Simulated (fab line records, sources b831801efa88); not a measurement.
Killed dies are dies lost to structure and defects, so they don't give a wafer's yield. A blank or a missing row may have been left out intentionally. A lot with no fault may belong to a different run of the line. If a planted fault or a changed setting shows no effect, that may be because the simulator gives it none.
Which tool is to blame?	flow sky130	14 lots, 42 wafers sampled, at 2 steps of a route of 708

== WHAT THE GAUGES SHOWED, per wafer ==
SKY_LI_CONTACT_THK_MEAS_01. Usual: LI_CONTACT_HDPCVD_THK 935 nm, standard deviation 10.
lot	measured	on	LI_CONTACT_HDPCVD_THK (nm)	flag
L329	day 27 14:25	film metro-01	913 915 942	
L330	day 28 01:14	film metro-04	917 918 927	
L331	day 28 19:37	film metro-04	919 922 936	
L333	day 29 06:58	film metro-04	929 923 951	
L332	day 29 10:13	film metro-01	931 926 946	
L334	day 29 14:08	film metro-04	931 934 939	
L335	day 30 06:16	film metro-01	927 931 941	
L336	day 30 09:46	film metro-01	933 929 941	
L337	day 30 14:43	film metro-03	925 927 924	
L338	day 31 01:44	film metro-04	931 921 940	
L346	day 33 13:59	film metro-03	1210 1206 1205	OFF
L348	day 34 04:22	film metro-04	1204 1216 1196	OFF
L349	day 34 14:44	film metro-04	954 934 956	
L350	day 35 03:36	film metro-04	918 941 938	

== EACH LOT AND THE TOOL THAT RAN IT (in order: tool; ch and the chambers of the sampled wafers; start) ==
lot	SKY_LI_CONTACT_HDPCVD_00
L329	hdpcvd-02 ch 0,1, day 27 14:19
L330	hdpcvd-02 ch 0,2, day 28 01:08
L331	hdpcvd-02 ch 0,2, day 28 19:31
L333	hdpcvd-02 ch 0,1,2, day 29 06:52
L332	hdpcvd-01 ch 0,1,2, day 29 10:06
L334	hdpcvd-02 ch 0,2, day 29 14:01
L335	hdpcvd-02 ch 0,1,2, day 30 06:10
L336	hdpcvd-01 ch 0,1, day 30 09:40
L337	hdpcvd-02 ch 0,1, day 30 14:36
L338	hdpcvd-02 ch 0,2, day 31 01:36
L346	hdpcvd-02 ch 1,2, day 33 13:53
L348	hdpcvd-02 ch 1,2, day 34 04:16
L349	hdpcvd-01 ch 0,1,2, day 34 14:37
L350	hdpcvd-01 ch 1,2, day 35 03:29
- SKY_LI_CONTACT_HDPCVD_00: deposits PSG, target thk 930 nm, time 155 s.

== AS READ BY THE TOOLS THEMSELVES (means over the sampled wafers that have a number; for cases with no such wafer, the mark the record gives instead) ==
The record holds no such reading with a usual standard deviation.

== THE ANSWER, worked out from the rows above alone ==
Rule: lot off if the mean of its wafers having a number is beyond 3 standard deviations from the usual mean. A lot without any number at a reading at which 4 lots or more have one is off too. Where the step has rows for the other lots, those lots are counted as sound. Order of review: gauges by route order, followed by the tools' own readings, for which a lot's mean as printed above is used. At the first step where some lot is off, the reading lying furthest off is the one used; lots without a number count as furthest.
Off: L346, L348, at SKY_LI_CONTACT_THK_MEAS_01 (LI_CONTACT_HDPCVD_THK).
A tool fits if, at a process step before that reading, it ran every lot that is off, and no sound lot after the first of them. Those tools and the gauges at SKY_LI_CONTACT_THK_MEAS_01 are tried in the same way. One fits: SKY_LI_CONTACT_HDPCVD_00 on hdpcvd-02. A fault onset in the window from L338 (day 31 01:36, its last sound lot) to L346 (day 33 13:53, its first lot off) fits.

== WHAT WAS PUT IN BY THE SIMULATOR ==
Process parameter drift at SKY_LI_CONTACT_HDPCVD_00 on hdpcvd-02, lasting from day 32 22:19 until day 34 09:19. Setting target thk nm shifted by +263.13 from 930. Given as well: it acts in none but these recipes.
Lots struck among those shown: L346, L348. The same result came from the rule above.
